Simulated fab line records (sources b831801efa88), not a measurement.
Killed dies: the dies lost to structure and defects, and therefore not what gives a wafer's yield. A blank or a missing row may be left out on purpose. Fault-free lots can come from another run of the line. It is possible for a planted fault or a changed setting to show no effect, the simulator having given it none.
A lot that was struck, set against a sound lot || flow sky130 || 36 steps out of a route of 708
Sound: wafers L522.1, L522.5, L522.6. Wafers L529.1, L529.2, L529.4 were the ones struck. At the end, the cause is stated.
Each step with rows lists, per side, the tool, then ch with its chambers, then its first start. Under that, the readings that differ: sound wafers || struck wafers || difference of the means || sigmas: that difference in standard deviations of wafers without a fault.
alike: same words and numbers on both sides, and readings whose means sit less than 2 such deviations apart. not compared: any withheld reading, any reading some wafer has no value for, any bound like >300 that may hide the same value, and any number with overlapping values for which the record gives no deviation.
A row with sigmas, a row that says differs or no value, or rows on one side alone: a step with any of these is where the two part. Non-overlapping numbers with no deviation appear without sigmas and do not part them. A reading missing from all wafers of one side parts the sides only when that side holds two or more wafers.

first, 10 steps without rows for these wafers: SKY_GATE_OXIDE_COAT_05 (resist thk 1140 nm); SKY_GATE_OXIDE_SOFTBAKE_06 (time 60 s); SKY_GATE_OXIDE_EXPOSE_07 (exposes mask LVOM, target cd 600 nm); SKY_GATE_OXIDE_PEB_08; SKY_GATE_OXIDE_DEVELOP_09 (develop time 60 s); SKY_GATE_OXIDE_IMPLANT_11; SKY_GATE_OXIDE_WET_ETCH_12 (etches SiO2 in dHF, target depth 16.8 nm, time 336 s); SKY_GATE_OXIDE_STRIP_13 (strips in O2/N2); SKY_GATE_OXIDE_CLEAN_15 (cleans in SC1/SC2, time 150 s); SKY_GATE_OXIDE_OXIDATION_16 (stabilise 600 s, purge 300 s, target thk 3.57 nm).
SKY_POLY_GATE_CVD_00: deposits poly-Si, target thk 180 nm, time 720 s.
  sound on lpcvd-01 ch 0, day 16 07:46; struck on lpcvd-01 ch 0, day 18 20:09
{"reading": "spikeTcCentreC (C)", "sound": "621.2 620.2 621.7", "struck": "629.0 626.2 628.2", "difference": "+6.8", "sigmas": "+6"}
{"reading": "spikeTcUpperC (C)", "sound": "618.0 618.6 618.5", "struck": "567.2 567.6 566.6", "difference": -51.2, "sigmas": -43}
{"reading": "zonePowerCentrePct (%)", "sound": "9.9 9.8 9.7", "struck": "14.2 14.4 14.2", "difference": "+4.5", "sigmas": "+10"}
{"reading": "zonePowerLowerPct (%)", "sound": "9.20 9.34 9.19", "struck": "8.56 8.56 8.52", "difference": -0.70, "sigmas": -3}
{"reading": "zonePowerTopPct (%)", "sound": "22.0 21.8 22.1", "struck": "28.9 28.2 28.0", "difference": "+6.4", "sigmas": "+6"}
{"reading": "zonePowerUpperPct (%)", "sound": "9.0 8.6 8.9", "struck": "0.0 0.0 0.0", "difference": -8.8, "sigmas": -19}
{"reading": "model.poly-Si_of_POLY_GATE_CVD_00.thkNm (nm)", "sound": "184.3 183.4 184.5", "struck": "120.4 114.2 108.7", "difference": -69.6, "sigmas": ""}
  alike: spikeTcLowerC, zonePowerBottomPct
SKY_POLY_GATE_THK_MEAS_01:
  struck on filmMetro-04, day 18 21:21; sound on filmMetro-04, day 16 08:58
{"reading": "POLY_GATE_CVD_00_THK (nm)", "sound": "184.4 183.3 184.3", "struck": "120.3 114.3 108.7", "difference": -69.6, "sigmas": -43}
then, 9 steps without rows for these wafers: SKY_RES_PROTECT_DEHYDRATE_00 (time 60 s); SKY_RES_PROTECT_HMDS_01 (prime time 60 s); SKY_RES_PROTECT_COAT_02 (resist thk 1140 nm); SKY_RES_PROTECT_SOFTBAKE_03 (time 60 s); SKY_RES_PROTECT_EXPOSE_04 (exposes mask RPM, target cd 1270 nm); SKY_RES_PROTECT_PEB_05; SKY_RES_PROTECT_DEVELOP_06 (develop time 60 s); SKY_POLY_GATE_IMPLANT_02; SKY_RES_PROTECT_STRIP_07 (strips in O2/N2).
SKY_RES_PROTECT_CLEAN_09: cleans in SC1/SC2, time 150 s.
  sound on wetBench-04 ch 2, day 17 14:33; struck on wetBench-02 ch 3, day 20 03:50
{"reading": "model.poly-Si_of_POLY_GATE_CVD_00.thkNm (nm)", "sound": "183.7 182.8 183.9", "struck": "119.7 113.6 108.1", "difference": -69.7, "sigmas": ""}
then, 11 steps without rows for these wafers: SKY_POLY_GATE_CVD_03 (deposits Si3N4 from DCS/NH3, target thk 75 nm, time 1290 s); SKY_POLY_GATE_DEHYDRATE_05 (time 60 s); SKY_POLY_GATE_HMDS_06 (prime time 60 s); SKY_POLY_GATE_COAT_07 (resist thk 110 nm); SKY_POLY_GATE_COAT_08 (resist thk 450 nm); SKY_POLY_GATE_SOFTBAKE_09 (time 90 s); SKY_POLY_GATE_EXPOSE_10 (exposes mask P1M, target cd 150 nm); SKY_POLY_GATE_PEB_11; SKY_POLY_GATE_DEVELOP_12 (develop time 60 s); SKY_POLY_GATE_ETCH_15 (etches BARC in N2/H2, stops on SiO2, time 118.5 s, target depth 110 nm); SKY_POLY_GATE_ETCH_16 (etches Si3N4 in CH3F/O2, stops on poly-Si, time 147.5 s, target depth 75 nm).
SKY_POLY_GATE_ETCH_17: etches poly-Si in HBr/Cl2, stops on SiO2, target depth 180 nm, time 70.5 s.
  sound on rieSi-02 ch 1,2, day 18 23:20; struck on rieSi-02 ch 0,2,3, day 21 15:40
{"reading": "drypumpMotorCurrentA (A)", "sound": "4.7 4.9 4.7", "struck": "6.4 6.7 4.7", "difference": "+1.2", "sigmas": "+2"}
{"reading": "oesProductAu (a.u.)", "sound": "0.991 0.989 0.981", "struck": "0.751 0.734 0.705", "difference": -0.257, "sigmas": -40}
{"reading": "model.etch.depthNm (nm)", "sound": "176.8 177.6 177.5", "struck": "119.7 113.6 108.1", "difference": -63.5, "sigmas": ""}
{"reading": "model.POLY_GATE.featureDepthNm (nm)", "sound": "176.8 177.6 177.5", "struck": "119.7 113.6 108.1", "difference": -63.5, "sigmas": ""}
  alike: biasW, throttleValvePct
  not compared: rfHoursCounterH
then, 1 step without rows for these wafers: SKY_POLY_GATE_STRIP_18 (strips in O2/N2).
-- a jump in the record: the struck wafers' starts before and after are 28 days apart (it breaks off in module POLY_GATE and resumes in module PAD_OPEN, where the first step shown is number 708 of the route) --
SKY_PAD_OPEN_PROBE_99:
  struck on prober-01, day 49 07:07; sound on prober-01, day 47 15:55
{"reading": "model.etest.resHighPo.lineOhmUm", "sound": "740 730.9 738.5", "struck": "1101 1161 1215", "difference": "+423", "sigmas": ""}
{"reading": "model.etest.resPoly.lineOhmUm", "sound": "491.3 506.4 496.9", "struck": "778 820.5 878.4", "difference": "+327", "sigmas": ""}
{"reading": "model.etest.tipP.rsOhmSq", "sound": "6770 6759 6807", "struck": "6823 7177 7859", "difference": "+508", "sigmas": ""}
{"reading": "model.etest.tipSonos.rsOhmSq", "sound": "2702 2664 2691", "struck": "2510 2550 2500", "difference": -166, "sigmas": ""}
{"reading": "model.etest.resHighPo.rsOhmSq", "sound": "257.2 257.2 261.9", "struck": "385.6 406.1 419.3", "difference": "+144.9", "sigmas": ""}
{"reading": "model.etest.nfet_01v8_lvt.driveUaUm", "sound": "558.7 582.1 572.7", "struck": "615.6 629.2 712.3", "difference": "+81.2", "sigmas": ""}
{"reading": "model.etest.nfet_01v8.driveUaUm", "sound": "486.6 518.3 503", "struck": "542.1 564.1 632.3", "difference": "+76.9", "sigmas": ""}
  alike: killed_at_M0_to_M3, killed_at_M4_up, killedAtContacts, killedAtFrontEnd, killedAtOther, killedDies, killedOpen, killedShort
  not compared: model.etest.pfet_01v8.rOnOhmUm

## WHERE THEY PART
At SKY_POLY_GATE_CVD_00 first; at SKY_POLY_GATE_ETCH_17 last (within this record only). Later steps at which nothing parts them and some readings are alike: SKY_PAD_OPEN_PROBE_99.

WHY: what the simulator had put in
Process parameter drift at SKY_POLY_GATE_CVD_00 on lpcvd-01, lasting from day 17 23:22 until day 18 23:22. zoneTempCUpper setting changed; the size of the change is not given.
